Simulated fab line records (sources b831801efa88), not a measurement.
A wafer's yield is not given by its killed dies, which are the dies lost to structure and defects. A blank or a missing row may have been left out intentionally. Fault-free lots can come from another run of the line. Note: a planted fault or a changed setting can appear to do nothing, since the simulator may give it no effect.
Code-filled problem report in 8D (eight disciplines) form / flow gf180mcu / the parts of the form that need people (team, actions taken, sign-off) are left out

1. THE PROBLEM
Wafers without a fault read 793.3 W, standard deviation 2.4; rf-fwd-power-W at GF_MIM_METAL_ETCH_19 reads a mean of 663.4 W on 3 wafers belonging to 2 lots. Relative to the usual mean, that is a shift of -54 standard deviations.
The step: etches the open film in Cl2/BCl3, stops on Si3N4, target depth 324.5 nm, time 54.1 s.
Earliest sighting: wafer L936.1 on rie-metal-01 at day 28 12:18. The record holds 42 wafers of 14 lots with a number at this step. By rule, "out" or "out of limits" means more than 4 standard deviations away from the usual mean. Any other wafer with a number is counted as sound.

2. WHAT IT IS, AND WHAT IT ISN'T
question=which readings at this step | is=rf-fwd-power-W, oes-product-au | is not=drypump-motor-current-A
question=which lots | is=L936, L938 | is not=L928, L932, L937, L939, L940, L941, L943, L944, L946, L947, L948, L949
question=which wafers of those lots | is=L936.1, L936.3, L938.3 | is not=L936.2, L938.1, L938.4
question=read on which tools | is=rie-metal-01 | is not=rie-metal-02, rie-metal-03
question=when | is=from day 28 12:18 | is not=up to then (7 sound wafers); but 32 sound wafers of L937, L938, L939, L940, L941, L943, L944, L946, L947, L948, L949 came after

3. WHAT RULES OUT EACH SUSPECT
Counting: a tool at a process step up to the reading stays a suspect if it ran every lot that is out. Sound lots after the first of them don't rule it out here, since some wafers of a struck lot are sound.
- rie-metal-01 at GF_MIM_METAL_ETCH_19 (etches the open film in Cl2/BCl3, stops on Si3N4, target depth 324.5 nm, time 54.1 s): kept. It ran every lot that is out, first L936 (day 28 12:18); its last sound lot up to then is L932 (day 26 23:11). On those wafers its own readings are out: oes-product-au, rf-fwd-power-W.
- The sound lot-mates ran in chamber 0 of rie-metal-01 at GF_MIM_METAL_ETCH_19, but the wafers that are out ran in chamber 1.
Left after counting: rie-metal-01 at GF_MIM_METAL_ETCH_19.

4. THE CAUSE (what the simulator had put in)
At GF_MIM_METAL_ETCH_19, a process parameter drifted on rie-metal-01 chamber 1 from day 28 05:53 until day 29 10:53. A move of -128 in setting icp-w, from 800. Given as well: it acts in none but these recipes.
Counting left only this tool.

5. SEQUENCE OF EFFECTS, ordered by route
Each row: a reading where the mean over the struck wafers with a number is more than 3 standard deviations away from the usual. Only readings for which the record gives a usual standard deviation are gone through. hours: the time from each lot's start at the first step in this table that gives one to its start at this step, as a median over the lots. sigmas: the change in usual standard deviations.
hours=0; step=GF_MIM_METAL_ETCH_19; reading=oes-product-au; usual=0.942 a.u.; on struck wafers=0.912; change=-0.030; sigmas=-4.5
hours=0; step=GF_MIM_METAL_ETCH_19; reading=rf-fwd-power-W; usual=793.3 W; on struck wafers=663.4; change=-129.9; sigmas=-54
hours=0; step=GF_MIM_METAL_ETCH_19; reading=throttle-valve-pct; usual=28.283 %; on struck wafers=28.316; change=+0.033; sigmas=+3.3
hours=0; step=GF_MIM_STRIP_20; reading=strip-time-to-endpoint-s; usual=11.26 s; on struck wafers=11.47; change=+0.21; sigmas=+4.0
Its process steps:
- GF_MIM_METAL_ETCH_19: etches the open film in Cl2/BCl3, stops on Si3N4, target depth 324.5 nm, time 54.1 s.
- GF_MIM_STRIP_20: strips in O2/N2.

6. WHAT WOULD HAVE CAUGHT IT SOONER
In this record no reading fell out of limits until day 28 12:18, 6 hours after the fault had begun at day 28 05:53.
